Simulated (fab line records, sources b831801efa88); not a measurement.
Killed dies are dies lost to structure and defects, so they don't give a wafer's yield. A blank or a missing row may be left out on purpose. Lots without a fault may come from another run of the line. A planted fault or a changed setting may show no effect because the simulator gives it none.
fab line records | flow sky130
record lots=5 wafers=15 last_day=50
route steps=708 shown METAL5@678 PASSIVATION@681 PAD_OPEN@694
lots that met no fault: from a run of the same line without faults
start_h: hours from the record's first day to the start of the lot's first wafer shown | wait_h: hours since the lot's step before | " the same as in the row above | L1.1+2: a row that stands for several wafers | - no value, or no start given | * or withheld: withheld | < > ~ a bound
route shown NAME@n: a module of which the file shows steps, and the number in the route of the first | usual: mean/standard deviation of fault-free wafers | same: alike in all rows | chamber/n: place in a boat | sites: the reading at each site | _std_site: their standard deviation | _edge_site: outer sites' mean less inner sites' | radius_mm: how far each site lies from the wafer's centre | mask NAME#n: copy n | behind: the tool/chamber that last shaped the wafer | hold: why the lot was held/for how many hours/how that ended | device: the transistor (n, p or np) that didn't switch | end of line: the same wafers' tests at the end of the route | a step without rows: its recipe alone | killed: dies lost to structure and defects at the first sort, not the wafer's yield | map: a wafer's dies, x killed, . not, _ none there
set.NAME: the setting as run; set.NAME@STEP: as run at that earlier step | model.NAME: the simulator's own value behind a step, which no gauge read
lots at some steps of the route; a table a step, a row a wafer
services: from which hour (start_h, from the record's first day; less than 0 if before it) a tool's chamber was out of use, for how many hours, and why
## steps
# step SKY_METAL5_STRIP_17
# recipe chemistry=post_etch_residue_remover time_s=1200 temp_c=72.5
# usual temp_c=72.52/0.1
# columns lot.wafer tool chamber start_h wait_h temp_c
L077.2 wet_bench-01 1 1062.76 0.1 72.47
L077.3 " 1 " " 72.47
L077.5 " 1 " " 72.59
L083.3 wet_bench-02 3 1100.61 0.0 72.39
L083.4 " 3 " " 72.53
L083.6 " 3 " " 72.58
L087.1 wet_bench-02 2 1134.71 0.1 72.63
L087.3 " 2 " " 72.63
L087.5 " 2 " " 72.49
L093.1 wet_bench-01 3 1151.91 0.1 72.41
L093.2 " 3 " " 72.46
L093.6 " 3 " " 72.61
L095.2 wet_bench-02 3 1158.16 0.1 72.55
L095.3 " 3 " " 72.42
L095.4 " 3 " " 72.48
# step SKY_METAL5_CLEAN_18
# recipe chemistry=IPA time_s=180 temp_c=25
# usual temp_c=25.03/0.11
# columns lot.wafer tool chamber start_h wait_h temp_c
L077.2 wet_bench-03 2 1063.10 0.0 24.95
L077.3 " 2 " " 24.97
L077.5 " 2 " " 25.10
L083.3 wet_bench-02 0 1100.95 0.0 25.13
L083.4 " 0 " " 25.04
L083.6 " 0 " " 24.99
L087.1 wet_bench-03 3 1135.05 0.0 25.14
L087.3 " 3 " " 25.07
L087.5 " 3 " " 24.96
L093.1 wet_bench-02 1 1152.25 0.0 24.96
L093.2 " 1 " " 25.15
L093.6 " 1 " " 24.92
L095.2 wet_bench-03 3 1158.50 0.0 24.90
L095.3 " 3 " " 24.98
L095.4 " 3 " " 24.89
# step SKY_METAL5_CLEAN_19
# recipe chemistry=O3/DIW dry=n2_spin
# columns lot.wafer tool chamber start_h wait_h
L077.2+3+5 wet_bench-03 3 1063.17 0.0
L083.3+4+6 wet_bench-02 2 1101.01 0.0
L087.1+3+5 wet_bench-01 1 1135.11 0.0
L093.1+2+6 wet_bench-01 3 1152.32 0.0
L095.2+3+4 wet_bench-02 3 1158.56 0.0
# step SKY_PASSIVATION_CVD_00
# recipe material=SiO2 target_thk_nm=90 temp_c=400 time_s=withheld rf_w=600
# usual heater_power_w=619/100
# columns lot.wafer tool chamber start_h wait_h heater_power_w
L077.2 pecvd-02 2 1063.27 0.0 682
L077.3 " 1 " " 529
L077.5 " 2 " " 671
L083.3 pecvd-02 2 1101.10 0.0 610
L083.4 " 2 " " 618
L083.6 " 1 " " 635
L087.1 pecvd-04 0 1135.20 0.0 777
L087.3 " 1 " " 614
L087.5 " 0 " " 793
L093.1 pecvd-04 1 1152.41 0.0 513
L093.2 " 2 " " 445
L093.6 " 0 " " 800
L095.2 pecvd-01 1 1158.65 0.0 549
L095.3 " 0 " " 546
L095.4 " 1 " " 559
# step SKY_PASSIVATION_THK_MEAS_01
# recipe reads=SiO2_of_PASSIVATION_CVD_00
# usual PASSIVATION_CVD_00_THK=89.9/1.2
# columns lot.wafer tool chamber start_h wait_h PASSIVATION_CVD_00_THK[nm]
L077.2 film_metro-03 - 1063.30 - 88.9
L077.3 " - " " 90.0
L077.5 " - " " 90.8
L083.3 film_metro-04 - 1101.18 - 87.8
L083.4 " - " " 89.9
L083.6 " - " " 89.3
L087.1 film_metro-03 - 1135.22 - 89.0
L087.3 " - " " 90.0
L087.5 " - " " 90.5
L093.1 film_metro-02 - 1152.43 - 90.8
L093.2 " - " " 89.8
L093.6 " - " " 90.4
L095.2 film_metro-03 - 1158.68 - 89.1
L095.3 " - " " 89.0
L095.4 " - " " 90.8
# step SKY_PASSIVATION_CVD_02
# recipe material=Si3N4 target_thk_nm=540 temp_c=400 time_s=withheld rf_w=450
# usual heater_power_w=663/99
# columns lot.wafer tool chamber start_h wait_h heater_power_w
L077.2 pecvd-01 2 1063.35 0.0 699
L077.3 " 0 " " 658
L077.5 " 2 " " 556
L083.3 pecvd-01 1 1101.22 0.0 638
L083.4 " 0 " " 543
L083.6 " 2 " " 672
L087.1 pecvd-02 0 1135.28 0.1 870
L087.3 " 1 " " 686
L087.5 " 0 " " 739
L093.1 pecvd-02 2 1152.49 0.1 755
L093.2 " 1 " " 660
L093.6 " 1 " " 705
L095.2 pecvd-04 0 1158.73 0.0 893
L095.3 " 2 " " 568
L095.4 " 2 " " 568
# step SKY_PASSIVATION_THK_MEAS_03
# recipe reads=Si3N4_of_PASSIVATION_CVD_02
# usual PASSIVATION_CVD_02_THK=537/7.1
# columns lot.wafer tool chamber start_h wait_h PASSIVATION_CVD_02_THK[nm]
L077.2 film_metro-04 - 1063.58 - 541
L077.3 " - " " 535
L077.5 " - " " 546
L083.3 film_metro-03 - 1101.48 - 522
L083.4 " - " " 537
L083.6 " - " " 540
L087.1 film_metro-02 - 1135.62 - 530
L087.3 " - " " 538
L087.5 " - " " 537
L093.1 film_metro-02 - 1152.71 - 530
L093.2 " - " " 527
L093.6 " - " " 539
L095.2 film_metro-02 - 1158.97 - 535
L095.3 " - " " 534
L095.4 " - " " 538
# step SKY_PASSIVATION_DEHYDRATE_04
# recipe temp_c=200 time_s=60
# usual resist_line_temp_C=23.00/0.11
# columns lot.wafer tool chamber start_h wait_h resist_line_temp_C
L077.2 litho_track-02 0 1072.77 9.2 23.11
L077.3 " 0 " " 23.15
L077.5 " 0 " " 23.15
L083.3 litho_track-03 0 1111.27 9.8 23.03
L083.4 " 0 " " 22.85
L083.6 " 0 " " 23.01
L087.1 litho_track-04 0 1144.22 8.6 22.97
L087.3 " 0 " " 23.03
L087.5 " 0 " " 22.98
L093.1 litho_track-02 0 1161.04 8.3 23.01
L093.2 " 0 " " 22.98
L093.6 " 0 " " 23.00
L095.2 litho_track-03 0 1166.99 8.0 23.18
L095.3 " 0 " " 23.15
L095.4 " 0 " " 23.21
# step SKY_PASSIVATION_HMDS_05
# recipe prime_time_s=60 prime_temp_c=120
# usual resist_line_temp_C=23.01/0.1
# columns lot.wafer tool chamber start_h wait_h resist_line_temp_C
L077.2 litho_track-02 0 1072.92 0.1 23.07
L077.3 " 0 " " 22.93
L077.5 " 0 " " 22.95
L083.3 litho_track-03 0 1111.42 0.1 23.11
L083.4 " 0 " " 23.17
L083.6 " 0 " " 23.08
L087.1 litho_track-04 0 1144.37 0.1 22.99
L087.3 " 0 " " 23.10
L087.5 " 0 " " 23.12
L093.1 litho_track-02 0 1161.19 0.1 22.96
L093.2 " 0 " " 22.97
L093.6 " 0 " " 22.92
L095.2 litho_track-03 0 1167.14 0.1 23.18
L095.3 " 0 " " 23.01
L095.4 " 0 " " 23.19
# step SKY_PASSIVATION_COAT_06
# recipe spin_rpm=2000 resist_thk_nm=3000
# usual resist_line_temp_C=23.01/0.13
# columns lot.wafer tool chamber start_h wait_h resist_line_temp_C
L077.2 litho_track-02 0 1073.07 0.1 23.11
L077.3 " 0 " " 23.21
L077.5 " 0 " " 22.98
L083.3 litho_track-03 0 1111.57 0.1 23.12
L083.4 " 0 " " 23.01
L083.6 " 0 " " 23.00
L087.1 litho_track-04 0 1144.52 0.1 23.04
L087.3 " 0 " " 23.02
L087.5 " 0 " " 22.96
L093.1 litho_track-02 0 1161.34 0.1 23.12
L093.2 " 0 " " 22.84
L093.6 " 0 " " 22.98
L095.2 litho_track-03 0 1167.29 0.1 22.92
L095.3 " 0 " " 22.88
L095.4 " 0 " " 22.97
# step SKY_PASSIVATION_SOFTBAKE_07
# recipe temp_c=110 time_s=withheld
# usual resist_line_temp_C=23.01/0.11
# columns lot.wafer tool chamber start_h wait_h resist_line_temp_C
L077.2 litho_track-02 0 1073.22 0.1 23.15
L077.3 " 0 " " 23.19
L077.5 " 0 " " 23.12
L083.3 litho_track-03 0 1111.74 0.1 23.07
L083.4 " 0 " " 23.12
L083.6 " 0 " " 22.93
L087.1 litho_track-04 0 1144.67 0.1 22.83
L087.3 " 0 " " 23.04
L087.5 " 0 " " 22.94
L093.1 litho_track-02 0 1161.49 0.1 22.98
L093.2 " 0 " " 22.85
L093.6 " 0 " " 22.94
L095.2 litho_track-03 0 1167.45 0.1 23.01
L095.3 " 0 " " 22.99
L095.4 " 0 " " 22.97
# step SKY_PASSIVATION_EXPOSE_08
# recipe mask_id=NSM target_cd_nm=3000 na=0.57 dose_mj=260
# columns lot.wafer tool chamber start_h wait_h mask
L077.2+3+5 iline_stepper-02 0 - - NSM#0
L083.3+4+6 iline_stepper-02 0 - - NSM#0
L087.1+3+5 iline_stepper-02 0 - - NSM#0
L093.1+2+6 iline_stepper-02 0 - - NSM#0
L095.2+3+4 iline_stepper-01 0 - - NSM#0
# step SKY_PASSIVATION_PEB_09
# recipe temp_c=115 time_s=withheld
# usual resist_line_temp_C=22.98/0.11
# columns lot.wafer tool chamber start_h wait_h resist_line_temp_C
L077.2 litho_track-03 0 - - 23.07
L077.3 " 0 " " 23.06
L077.5 " 0 " " 23.08
L083.3 litho_track-04 0 - - 22.95
L083.4 " 0 " " 23.02
L083.6 " 0 " " 22.97
L087.1 litho_track-04 0 - - 22.96
L087.3 " 0 " " 22.89
L087.5 " 0 " " 23.07
L093.1 litho_track-02 0 - - 23.07
L093.2 " 0 " " 23.12
L093.6 " 0 " " 23.09
L095.2 litho_track-03 0 - - 22.98
L095.3 " 0 " " 22.83
L095.4 " 0 " " 22.96
# step SKY_PASSIVATION_DEVELOP_10
# recipe develop_time_s=60 dev_temp_c=23
# usual resist_line_temp_C=23.02/0.095
# columns lot.wafer tool chamber start_h wait_h resist_line_temp_C
L077.2 litho_track-03 0 - - 22.99
L077.3 " 0 " " 23.08
L077.5 " 0 " " 23.13
L083.3 litho_track-04 0 - - 22.99
L083.4 " 0 " " 23.12
L083.6 " 0 " " 23.01
L087.1 litho_track-04 0 - - 23.02
L087.3 " 0 " " 23.00
L087.5 " 0 " " 22.95
L093.1 litho_track-02 0 - - 22.86
L093.2 " 0 " " 23.06
L093.6 " 0 " " 23.08
L095.2 litho_track-03 0 - - 23.04
L095.3 " 0 " " 23.18
L095.4 " 0 " " 23.10
# step SKY_PASSIVATION_ETCH_11
# recipe chemistry=CF4/O2 target_depth_nm=725 stop_on=AlCu source_w=800 bias_w=150 pressure_mtorr=150 cf4_flow_sccm=80 O2_flow_sccm=10 time_s=161.1
# usual drypump_motor_current_A=5.5/0.39 oes_product_au=0.976/0.0067 throttle_valve_pct=5.964/0.0088
# columns lot.wafer tool chamber start_h wait_h drypump_motor_current_A oes_product_au rf_hours_counter_h throttle_valve_pct
L077.2 rie_diel-04 1 1083.67 - 5.6 0.978 10 5.964
L077.3 " 3 " " 5.0 0.980 12 5.976
L077.5 " 1 " " 5.6 0.986 - 5.953
L083.3 rie_diel-02 1 1121.47 - 5.5 0.962 4 5.966
L083.4 " 0 " " 5.8 0.978 25 5.956
L083.6 " 0 " " 5.8 0.979 - 5.985
L087.1 rie_diel-04 0 1154.12 - 5.3 0.973 12 5.964
L087.3 " 1 " " 5.7 0.979 13 5.947
L087.5 " 1 " " 5.6 0.981 - 5.973
L093.1 rie_diel-04 0 1169.94 - 5.4 0.977 12 5.969
L093.2 " 2 " " 5.4 0.965 13 5.960
L093.6 " 0 " " 5.4 0.979 - 5.969
L095.2 rie_diel-04 1 1176.87 - 5.6 0.975 13 5.970
L095.3 " 0 " " 5.3 0.980 12 5.953
L095.4 " 2 " " 5.5 0.980 13 5.969
# step SKY_PASSIVATION_STRIP_12
# recipe chemistry=O2/N2 power_w=1400 pressure_mtorr=1500 platen_temp_c=withheld overash_fraction=0.7 o2_flow_sccm=3000 n2_flow_sccm=300
# usual drypump_motor_current_A=5.7/0.46 oes_product_au=0.662/0.0045 strip_time_to_endpoint_s=31.49/0.13
# columns lot.wafer tool chamber start_h wait_h drypump_motor_current_A oes_product_au rf_hours_counter_h strip_time_to_endpoint_s
L077.2 plasma_asher-01 0 1083.77 0.1 5.1 0.658 93 31.54
L077.3 " 0 " " 5.1 0.664 - 31.49
L077.5 " 0 " " 5.1 0.659 - 31.47
L083.3 plasma_asher-03 0 1121.61 0.1 5.4 0.667 - 31.40
L083.4 " 1 " " 5.4 0.665 - 31.41
L083.6 " 1 " " 5.4 0.663 - 31.54
L087.1 plasma_asher-01 0 1154.22 0.1 5.1 0.660 99 31.68
L087.3 " 1 " " 5.9 0.664 - 31.46
L087.5 " 0 " " 5.1 0.657 - 31.54
L093.1 plasma_asher-02 0 1170.05 0.1 6.4 0.663 11 31.45
L093.2 " 1 " " 5.9 0.658 11 31.48
L093.6 " 0 " " 6.4 0.656 - 31.46
L095.2 plasma_asher-01 1 1176.98 0.1 5.9 0.663 100 31.45
L095.3 " 0 " " 5.1 0.665 - 31.38
L095.4 " 1 " " 5.9 0.667 - 31.41
# step SKY_PAD_OPEN_DEHYDRATE_00
# recipe temp_c=200 time_s=60
# usual resist_line_temp_C=23.02/0.1
# columns lot.wafer tool chamber start_h wait_h resist_line_temp_C
L077.2 litho_track-04 0 1093.69 9.9 23.01
L077.3 " 0 " " 22.98
L077.5 " 0 " " 22.83
L083.3 litho_track-04 0 1130.92 9.3 23.08
L083.4 " 0 " " 22.99
L083.6 " 0 " " 23.03
L087.1 litho_track-01 0 1162.69 8.4 23.10
L087.3 " 0 " " 23.07
L087.5 " 0 " " 23.10
L093.1 litho_track-03 0 1178.72 8.6 22.93
L093.2 " 0 " " 22.97
L093.6 " 0 " " 22.84
L095.2 litho_track-01 0 1184.36 7.4 23.06
L095.3 " 0 " " 23.20
L095.4 " 0 " " 23.03
# step SKY_PAD_OPEN_HMDS_01
# recipe prime_time_s=60 prime_temp_c=120
# usual resist_line_temp_C=23.01/0.11
# columns lot.wafer tool chamber start_h wait_h resist_line_temp_C
L077.2 litho_track-04 0 1093.84 0.1 23.20
L077.3 " 0 " " 23.08
L077.5 " 0 " " 22.95
L083.3 litho_track-04 0 1131.07 0.1 22.95
L083.4 " 0 " " 23.18
L083.6 " 0 " " 23.25
L087.1 litho_track-01 0 1162.84 0.1 22.88
L087.3 " 0 " " 22.90
L087.5 " 0 " " 23.14
L093.1 litho_track-03 0 1178.87 0.1 23.11
L093.2 " 0 " " 23.09
L093.6 " 0 " " 23.12
L095.2 litho_track-01 0 1184.51 0.1 23.11
L095.3 " 0 " " 23.16
L095.4 " 0 " " 23.02
# step SKY_PAD_OPEN_COAT_02
# recipe spin_rpm=2000 resist_thk_nm=3000
# usual resist_line_temp_C=23.00/0.12
# columns lot.wafer tool chamber start_h wait_h resist_line_temp_C
L077.2 litho_track-04 0 1093.99 0.1 22.95
L077.3 " 0 " " 22.96
L077.5 " 0 " " 23.06
L083.3 litho_track-04 0 1131.22 0.1 22.95
L083.4 " 0 " " 23.10
L083.6 " 0 " " 23.10
L087.1 litho_track-01 0 1162.99 0.1 23.04
L087.3 " 0 " " 23.11
L087.5 " 0 " " 23.08
L093.1 litho_track-03 0 1179.02 0.1 23.06
L093.2 " 0 " " 23.07
L093.6 " 0 " " 23.07
L095.2 litho_track-01 0 1184.66 0.1 23.05
L095.3 " 0 " " 22.79
L095.4 " 0 " " 22.69
# step SKY_PAD_OPEN_SOFTBAKE_03
# recipe temp_c=110 time_s=withheld
# usual resist_line_temp_C=23.00/0.092
# columns lot.wafer tool chamber start_h wait_h resist_line_temp_C
L077.2 litho_track-04 0 1094.15 0.1 22.99
L077.3 " 0 " " 23.00
L077.5 " 0 " " 22.96
L083.3 litho_track-04 0 1131.39 0.1 23.09
L083.4 " 0 " " 23.02
L083.6 " 0 " " 23.02
L087.1 litho_track-01 0 1163.14 0.1 23.17
L087.3 " 0 " " 22.99
L087.5 " 0 " " 23.06
L093.1 litho_track-03 0 1179.17 0.1 22.84
L093.2 " 0 " " 23.02
L093.6 " 0 " " 23.09
L095.2 litho_track-01 0 1184.82 0.1 23.05
L095.3 " 0 " " 22.96
L095.4 " 0 " " 23.07
# step SKY_PAD_OPEN_EXPOSE_04
# recipe mask_id=PDM target_cd_nm=60000 na=0.57 dose_mj=260
# columns lot.wafer tool chamber start_h wait_h mask
L077.2+3+5 iline_stepper-02 0 - - PDM#0
L083.3+4+6 iline_stepper-02 0 - - PDM#0
L087.1+3+5 iline_stepper-02 0 - - PDM#0
L093.1+2+6 iline_stepper-02 0 - - PDM#0
L095.2+3+4 iline_stepper-01 0 - - PDM#0
# step SKY_PAD_OPEN_PEB_05
# recipe temp_c=115 time_s=withheld
# usual resist_line_temp_C=23.01/0.1
# columns lot.wafer tool chamber start_h wait_h resist_line_temp_C
L077.2 litho_track-04 0 - - 23.12
L077.3 " 0 " " 23.15
L077.5 " 0 " " 22.98
L083.3 litho_track-04 0 - - 23.04
L083.4 " 0 " " 23.03
L083.6 " 0 " " 22.94
L087.1 litho_track-03 0 - - 23.09
L087.3 " 0 " " 23.25
L087.5 " 0 " " 23.04
L093.1 litho_track-03 0 - - 22.99
L093.2 " 0 " " 23.19
L093.6 " 0 " " 23.10
L095.2 litho_track-04 0 - - 22.84
L095.3 " 0 " " 22.96
L095.4 " 0 " " 23.05
# step SKY_PAD_OPEN_DEVELOP_06
# recipe develop_time_s=60 dev_temp_c=23
# usual resist_line_temp_C=23.00/0.1
# columns lot.wafer tool chamber start_h wait_h resist_line_temp_C
L077.2 litho_track-04 0 - - 22.99
L077.3 " 0 " " 23.08
L077.5 " 0 " " 22.84
L083.3 litho_track-04 0 - - 23.13
L083.4 " 0 " " 22.86
L083.6 " 0 " " 22.89
L087.1 litho_track-03 0 - - 22.96
L087.3 " 0 " " 23.03
L087.5 " 0 " " 23.04
L093.1 litho_track-03 0 - - 23.07
L093.2 " 0 " " 23.08
L093.6 " 0 " " 23.12
L095.2 litho_track-04 0 - - 23.08
L095.3 " 0 " " 22.96
L095.4 " 0 " " 22.90
# step SKY_PAD_OPEN_ETCH_07
# recipe chemistry=CF4/O2 target_depth_nm=725 stop_on=AlCu source_w=800 bias_w=150 pressure_mtorr=150 cf4_flow_sccm=80 O2_flow_sccm=10 time_s=161.1
# usual drypump_motor_current_A=5.8/0.52 oes_product_au=0.975/0.0075 throttle_valve_pct=5.963/0.0091
# columns lot.wafer tool chamber start_h wait_h drypump_motor_current_A oes_product_au rf_hours_counter_h throttle_valve_pct
L077.2 rie_diel-03 2 1104.07 - 6.3 0.975 28 5.961
L077.3 " 1 " " 4.8 0.965 27 5.941
L077.5 " 3 " " 6.0 0.974 - 5.975
L083.3 rie_diel-02 0 1140.97 - 5.8 0.981 26 5.962
L083.4 " 2 " " 5.9 0.987 18 5.960
L083.6 " 1 " " 5.5 0.978 - 5.946
L087.1 rie_diel-02 1 1171.82 - 5.5 0.965 6 5.979
L087.3 " 3 " " 6.1 0.970 16 5.965
L087.5 " 2 " " 5.9 0.974 - 5.958
L093.1 rie_diel-03 3 1187.02 - 5.9 0.978 9 5.961
L093.2 " 1 " " 4.8 0.969 31 5.970
L093.6 " 1 " " 4.8 0.982 - 5.968
L095.2 rie_diel-03 0 1192.57 - 6.0 0.969 20 5.981
L095.3 " 2 " " 6.4 0.975 32 5.957
L095.4 " 1 " " 4.8 0.975 31 5.955
# step SKY_PAD_OPEN_STRIP_08
# recipe chemistry=O2/N2 power_w=1400 pressure_mtorr=1500 platen_temp_c=withheld overash_fraction=0.7 o2_flow_sccm=3000 n2_flow_sccm=300
# usual drypump_motor_current_A=5.52/0.28 oes_product_au=0.663/0.0047 strip_time_to_endpoint_s=37.08/0.12
# columns lot.wafer tool chamber start_h wait_h drypump_motor_current_A oes_product_au rf_hours_counter_h strip_time_to_endpoint_s
L077.2 plasma_asher-03 1 1104.17 0.1 5.42 0.664 70 37.27
L077.3 " 1 " " 5.43 0.664 - 37.21
L077.5 " 1 " " 5.43 0.666 - 37.19
L083.3 plasma_asher-03 1 1141.11 0.1 5.41 0.666 - 37.06
L083.4 " 0 " " 5.40 0.667 - 37.07
L083.6 " 1 " " 5.41 0.665 - 37.10
L087.1 plasma_asher-04 0 1171.93 0.1 5.54 0.661 40 37.05
L087.3 " 1 " " 5.73 0.660 - 37.11
L087.5 " 0 " " 5.57 0.665 - 37.01
L093.1 plasma_asher-01 1 1187.13 0.1 5.90 0.663 102 37.18
L093.2 " 0 " " 5.06 0.667 102 37.13
L093.6 " 1 " " 5.90 0.662 - 37.13
L095.2 plasma_asher-01 1 1192.68 0.1 5.93 0.663 102 37.05
L095.3 " 1 " " 5.93 0.661 - 37.01
L095.4 " 0 " " 5.05 0.660 - 37.01
# step SKY_PAD_OPEN_STRIP_09
# recipe chemistry=post_etch_residue_remover time_s=1200 temp_c=72.5
# usual temp_c=72.49/0.12
# columns lot.wafer tool chamber start_h wait_h temp_c
L077.2 wet_bench-04 0 1104.27 0.1 72.54
L077.3 " 0 " " 72.42
L077.5 " 0 " " 72.55
L083.3 wet_bench-04 1 1141.17 0.0 72.35
L083.4 " 1 " " 72.57
L083.6 " 1 " " 72.45
L087.1 wet_bench-01 3 1172.03 0.1 72.53
L087.3 " 3 " " 72.44
L087.5 " 3 " " 72.44
L093.1 wet_bench-02 3 1187.23 0.1 72.26
L093.2 " 3 " " 72.45
L093.6 " 3 " " 72.51
L095.2 wet_bench-01 1 1192.78 0.1 72.58
L095.3 " 1 " " 72.55
L095.4 " 1 " " 72.61
# step SKY_PAD_OPEN_CLEAN_10
# recipe chemistry=IPA time_s=180 temp_c=25
# usual temp_c=24.98/0.096
# columns lot.wafer tool chamber start_h wait_h temp_c
L077.2 wet_bench-02 0 1104.65 0.0 24.86
L077.3 " 0 " " 24.88
L077.5 " 0 " " 24.95
L083.3 wet_bench-02 2 1141.52 0.0 25.08
L083.4 " 2 " " 25.28
L083.6 " 2 " " 25.06
L087.1 wet_bench-04 0 1172.43 0.0 25.02
L087.3 " 0 " " 24.93
L087.5 " 0 " " 25.15
L093.1 wet_bench-01 0 1187.57 0.0 25.08
L093.2 " 0 " " 25.13
L093.6 " 0 " " 25.00
L095.2 wet_bench-02 0 1193.15 0.0 25.05
L095.3 " 0 " " 25.01
L095.4 " 0 " " 24.99
# step SKY_PAD_OPEN_CLEAN_11
# recipe chemistry=O3/DIW dry=n2_spin
# columns lot.wafer tool chamber start_h wait_h
L077.2+3+5 wet_bench-04 2 1104.71 0.0
L083.3+4+6 wet_bench-04 0 1141.57 0.0
L087.1+3+5 wet_bench-02 0 1172.49 0.0
L093.1+2+6 wet_bench-04 0 1187.63 0.0
L095.2+3+4 wet_bench-04 3 1193.21 0.0
# step SKY_PAD_OPEN_ANNEAL_12
# recipe temp_c=400 time_s=withheld ambient=N2/H2 idle_temp_c=300 ramp_up_c_per_min=8 ramp_down_c_per_min=4
# usual spike_tc_centre_C=400.7/1.2 spike_tc_upper_C=398.0/1 zone_power_centre_pct=4.52/0.09
# columns lot.wafer tool chamber start_h wait_h spike_tc_centre_C spike_tc_upper_C zone_power_centre_pct
L077.2 furnace-02 0 1104.81 0.0 399.6 399.1 4.35
L077.3 " 0 " " 400.5 399.0 4.41
L077.5 " 0 " " 400.2 397.8 4.45
L083.3 furnace-01 0 1141.67 0.0 402.1 398.4 4.56
L083.4 " 0 " " 402.5 397.3 4.58
L083.6 " 0 " " 401.2 398.0 4.54
L087.1 furnace-01 0 1172.67 0.0 401.8 397.6 4.58
L087.3 " 0 " " 402.1 397.3 4.64
L087.5 " 0 " " 400.7 398.7 4.61
L093.1 furnace-02 0 1187.72 0.0 400.8 397.2 4.45
L093.2 " 0 " " 399.4 397.6 4.47
L093.6 " 0 " " 398.8 400.3 4.46
L095.2 furnace-02 0 1193.30 0.0 399.8 396.3 4.47
L095.3 " 0 " " 399.9 399.3 4.41
L095.4 " 0 " " 399.2 396.4 4.38
# step SKY_PAD_OPEN_BOW_MEAS_13
# recipe mode=bow
# usual PAD_OPEN_BOW=44/9.1
# columns lot.wafer tool chamber start_h wait_h PAD_OPEN_BOW[um]
L077.2 film_metro-02 - 1106.33 - 36
L077.3 " - " " 45
L077.5 " - " " 45
L083.3 film_metro-02 - 1143.21 - 53
L083.4 " - " " 42
L083.6 " - " " 43
L087.1 film_metro-02 - 1174.17 - 47
L087.3 " - " " 47
L087.5 " - " " 38
L093.1 film_metro-01 - 1189.22 - 46
L093.2 " - " " 30
L093.6 " - " " 33
L095.2 film_metro-02 - 1194.82 - 58
L095.3 " - " " 41
L095.4 " - " " 54
## services
# columns tool chamber start_h hours kind
rie_diel-02 - 1053.78 0.5 repair
plasma_asher-02 - 1055.25 9.0 pm
iline_stepper-01 - 1056.03 1.7 pm
rie_diel-04 - 1058.51 0.6 repair
plasma_asher-02 - 1061.66 1.6 repair
rie_diel-04 1 1065.59 4.5 repair
furnace-02 - 1070.65 3.3 pm
wet_bench-01 - 1092.73 37.5 pm
rie_diel-04 3 1099.30 3.9 repair
iline_stepper-01 - 1107.63 2.1 pm
rie_diel-03 0 1113.82 4.2 repair
iline_stepper-02 - 1118.44 2.1 pm
plasma_asher-01 - 1123.76 3.1 repair
rie_diel-03 0 1128.07 6.8 repair
furnace-01 - 1136.04 4.2 pm
rie_diel-02 - 1137.32 0.9 repair
rie_diel-04 1 1141.36 6.6 repair
iline_stepper-01 - 1142.06 12.5 repair
rie_diel-02 - 1152.38 2.8 pm
rie_diel-04 0 1157.01 3.5 repair
furnace-01 - 1159.44 3.7 pm
plasma_asher-01 - 1163.14 11.1 repair
pecvd-02 - 1188.34 1.1 repair
pecvd-01 - 1192.78 3.2 repair
## key
fault none
